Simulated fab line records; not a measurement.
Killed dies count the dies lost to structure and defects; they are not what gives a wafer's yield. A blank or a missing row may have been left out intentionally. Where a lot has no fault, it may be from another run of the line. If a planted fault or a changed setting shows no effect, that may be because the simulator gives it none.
A struck lot beside a sound one    flow sky130    18 out of 708 route steps
Sound: the wafers L340.2, L340.5, L340.6. Struck: wafers L330.3, L330.4, L330.6. Last of all comes the cause.
Per side, at each step with rows, come the tool, then ch with its chambers, and then its first start. Under that, the readings that differ: sound wafers    struck wafers    difference of the means    sigmas: that difference in standard deviations of wafers without a fault.
alike: readings whose means differ by less than 2 such deviations, and words and numbers that are the same on both sides. not compared: withheld readings, readings that some wafer has no value for, bounds like >300 that may hide the same value, and numbers for which the record gives no deviation and whose values overlap.
The two part at a step that has a row with sigmas, a row that says differs or no value, or rows on one side only. Numbers that have no deviation but don't overlap get no sigmas and don't part them. Lack of a reading on every wafer of one side parts them only where that side has two or more wafers.

first, 3 steps without rows for these wafers: SKY_LI_CONTACT_EXPOSE_09 (exposes mask LICM1, target cd 170 nm); SKY_LI_CONTACT_PEB_10; SKY_LI_CONTACT_DEVELOP_11 (develop time 60 s).
SKY_LI_CONTACT_CD_MEAS_12: the cd target is 170 nm.
  sound: cd-sem-01 at day 34 18:54; struck: cd-sem-02 at day 31 13:29
  alike: cd-nm
SKY_LI_CONTACT_OVL_MEAS_13:
  sound: overlay-02 at day 34 19:00; struck: overlay-02 at day 31 13:34
  alike: LI_CONTACT_OVL
SKY_LI_CONTACT_ETCH_14: etches BARC in N2/H2, stops on SiO2, time 45.9 s, target depth 60 nm.
  sound on rie-diel-02 ch 1,2,3, day 34 19:02; struck on rie-diel-01 ch 0,2,3, day 31 13:36
  alike: drypump-motor-current-A, oes-product-au, rf-fwd-power-W, throttle-valve-pct
  not compared: rf-hours-counter-h
SKY_LI_CONTACT_ETCH_15: etches PSG in C4F8/O2/Ar, stops on Si, target depth 600 nm.
  sound on rie-diel-02 ch 1,2,3, day 34 19:05; struck on rie-diel-01 ch 0,2,3, day 31 13:38
  alike: oes-product-au, rf-fwd-power-W
SKY_LI_CONTACT_STRIP_16: strips in O2/N2.
  sound on plasma-asher-02 ch 0,1, day 34 19:10; struck on plasma-asher-02 ch 0,1, day 31 13:46
  alike: drypump-motor-current-A, o2-flow-sccm, oes-product-au, strip-time-to-endpoint-s
  not compared: rf-hours-counter-h
then, 2 steps without rows for these wafers: SKY_LI_CONTACT_CLEAN_17 (cleans in NMP, time 600 s); SKY_LI_CONTACT_PRE_CLEAN_18 (time 5.6 s).
SKY_LI_CONTACT_SPUTTER_19: material Ti, target thk 20 nm, time 106.37 s.
  sound: pvd-sputter-01 at day 34 19:28; struck: pvd-sputter-02 at day 31 14:01
  alike: throttle-valve-pct
then, 1 step without rows for these wafers: SKY_LI_CONTACT_SPUTTER_20 (material TiN, target thk 20 nm, time 80 s).
SKY_LI_CONTACT_CVD_21: deposits W, target thk 400 nm, time 120.56 s.
  sound on cvd-w-01 ch 0,1, day 34 19:35; struck on cvd-w-01 ch 0,1, day 31 14:12
reading                                   sound              struck             difference  sigmas
model.W_of_LI_CONTACT_CVD_21.thk-nm (nm)  396.1 407.9 396.8  451.1 455.8 455.8  +54.0       
  alike: heater-power-outer-w, heater-power-w, susceptor-temp-C
SKY_LI_CONTACT_RS_MEAS_22: uses a four-point probe to measure.
  sound: film-metro-03 at day 34 19:44; struck: film-metro-01 at day 31 14:37
reading                   sound                 struck                difference  sigmas
LI_CONTACT_W_RS (ohm/sq)  0.2871 0.2785 0.2866  0.2525 0.2496 0.2497  -0.0335     -11
  not compared: hold
SKY_LI_CONTACT_THK_MEAS_23: measures by xrf.
  sound: film-metro-03 at day 34 19:51; struck: film-metro-01 at day 31 19:00
reading                sound        struck       difference  sigmas
LI_CONTACT_W_THK (nm)  407 418 407  485 491 486  +77         +11
  not compared: hold
SKY_LI_CONTACT_CMP_24: polishes, stops on PSG, t overpolish 20 s, target thk 0 nm.
  sound on cmp-01 ch 0,1,3, day 34 20:00; struck on cmp-02 ch 2,3, day 31 22:54
reading                 sound     struck                                                                      difference                    sigmas
hold                    - - -     await-dispo/3.6h/release await-dispo/3.6h/release await-dispo/3.6h/release  no value on the sound wafers  
time-to-endpoint-s (s)  93 98 92  114 112 110                                                                 +18                           +6
  alike: motor-current-A
SKY_LOCAL_INTERCONNECT_SPUTTER_00: material TiN, target thk 100 nm, time 83.3 s.
  sound: pvd-sputter-01 at day 34 20:12; struck: pvd-sputter-01 at day 31 23:09
  alike: susceptor-temp-C, throttle-valve-pct
after that, 1 step had no rows for these wafers: SKY_PAD_OPEN_PROBE_99.

## WHERE THEY PART
Last at SKY_LI_CONTACT_CMP_24 as far as this record goes, first at SKY_LI_CONTACT_RS_MEAS_22. Later steps at which nothing parts them and some readings are alike: SKY_LOCAL_INTERCONNECT_SPUTTER_00.

WHY: the cause the simulator had injected
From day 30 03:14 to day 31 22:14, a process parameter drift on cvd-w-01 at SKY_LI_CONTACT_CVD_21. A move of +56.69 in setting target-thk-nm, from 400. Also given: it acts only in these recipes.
